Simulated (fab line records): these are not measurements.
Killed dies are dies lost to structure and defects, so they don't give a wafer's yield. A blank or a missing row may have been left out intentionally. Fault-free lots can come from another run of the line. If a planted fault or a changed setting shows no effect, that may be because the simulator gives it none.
Comparing a struck lot with a sound one    flow gf180mcu    19 out of 602 route steps
Sound: these wafers, L273.1, L273.5, L273.6. Wafers L289.3, L289.4, L289.5 were the ones struck. At the end, the cause is stated.
For every step that has rows: the tool of each side, followed by ch and its chambers, followed by its first start. Under that, the readings that differ: sound wafers    struck wafers    difference of the means    sigmas: that difference in standard deviations of wafers without a fault.
alike: a reading whose means differ by less than 2 such deviations, as well as words and numbers matching on both sides. not compared: withheld readings; readings where some wafer has no value; bounds like >300 that might hide an equal value; numbers whose values overlap and for which the record gives no deviation.
The two part at a step that has a row with sigmas, a row that says differs or no value, or rows on one side only. Numbers that have no deviation but don't overlap get no sigmas and don't part them. Lack of a reading on every wafer of one side parts them only where that side has two or more wafers.

first, 1 step without rows for these wafers: GF_V4_CVD_00 (deposits SiO2, target thk 600 nm, time 100 s).
GF_V4_THK_MEAS_01:
  sound on film_metro-04 at day 23 21:56; struck on film_metro-02 at day 28 20:06
  alike: V4_CVD_00_THK
GF_V4_CVD_02: deposits SiO2 from TEOS, target thk 850 nm, time 94.851 s.
  sound on pecvd-01 ch 0,2, day 23 22:00; struck on pecvd-01 ch 0,2, day 28 20:08
  alike: heater_power_outer_w, heater_power_w
GF_V4_THK_MEAS_03:
  sound on film_metro-02 at day 23 22:04; struck on film_metro-02 at day 28 20:14
  alike: V4_CVD_02_THK
GF_V4_CMP_04: polishes SiO2.
  sound on cmp-02 ch 1,2, day 23 22:11; struck on cmp-01 ch 2,3, day 28 20:16
  alike: motor_current_A, time_to_endpoint_s
GF_V4_BOW_MEAS_05:
  sound on film_metro-02 at day 23 22:26; struck on film_metro-01 at day 28 20:37
  alike: V4_BOW
then, 6 steps without rows for these wafers: GF_V4_DEHYDRATE_06 (time 60 s); GF_V4_HMDS_07 (prime time 60 s); GF_V4_COAT_08; GF_V4_COAT_09 (resist thk 1000 nm); GF_V4_SOFTBAKE_10 (time 60 s); GF_V4_EXPOSE_11 (exposes mask Via4, target cd 260 nm).
GF_V4_PEB_12: peb time 90 s.
  sound on litho_track-02 ch 0, day 24 18:54; struck on litho_track-03 ch 0, day 29 15:32
reading                   sound                 struck                difference  sigmas
heater_power_total_W (W)  85.65 85.71 85.66     86.68 86.46 86.48     +0.87       +11
plate_temp_C (C)          135.14 135.12 135.23  135.91 135.99 136.02  +0.81       +6
then, 1 step without rows for these wafers: GF_V4_DEVELOP_13 (develop time 60 s).
GF_V4_CD_MEAS_14 targets a cd of 260 nm.
  sound on cd_sem-01 at day 24 19:15; struck on cd_sem-02 at day 29 15:52
reading     sound              struck             difference  sigmas
cd_nm (nm)  259.8 260.9 260.2  264.4 264.9 263.2  +3.9        +3
GF_V4_OVL_MEAS_15:
  sound on overlay-01 at day 24 19:22; struck on overlay-02 at day 29 15:57
  alike: V4_OVL
GF_V4_ETCH_16: etches BARC in N2/H2.
  sound on rie_diel-04 ch 1,3, day 24 19:25; struck on rie_diel-04 ch 0,2,3, day 29 15:58
reading              sound              struck             difference  sigmas
model.V4.cd_nm (nm)  259.7 261.2 260.1  264.4 264.2 263.8  +3.8        
  alike: drypump_motor_current_A, oes_product_au, throttle_valve_pct
GF_V4_ETCH_17: etches SiO2 in C4F8/O2/Ar, stops on TiN, target depth 630 nm.
  sound: rie_diel-04 ch 1,3; struck: rie_diel-04 ch 0,2,3
reading              sound              struck             difference  sigmas
model.V4.cd_nm (nm)  259.5 260.8 260.9  263.7 264.2 264.1  +3.6        
  alike: oes_product_au
GF_V4_STRIP_18: strips in O2/N2.
  sound on plasma_asher-04 ch 0,1, day 24 19:32; struck on plasma_asher-04 ch 0,1, day 29 16:08
  alike: drypump_motor_current_A, heater_power_w, oes_product_au
  not compared: rf_hours_counter_h

== WHERE THEY PART ==
At GF_V4_PEB_12 first; at GF_V4_CD_MEAS_14 last (within this record only). Later steps at which nothing parts them and some readings are alike: GF_V4_OVL_MEAS_15, GF_V4_ETCH_16, GF_V4_ETCH_17, GF_V4_STRIP_18.

WHY: what the simulator had put in
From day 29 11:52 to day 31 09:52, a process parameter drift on litho_track-03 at GF_V4_PEB_12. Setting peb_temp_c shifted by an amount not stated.
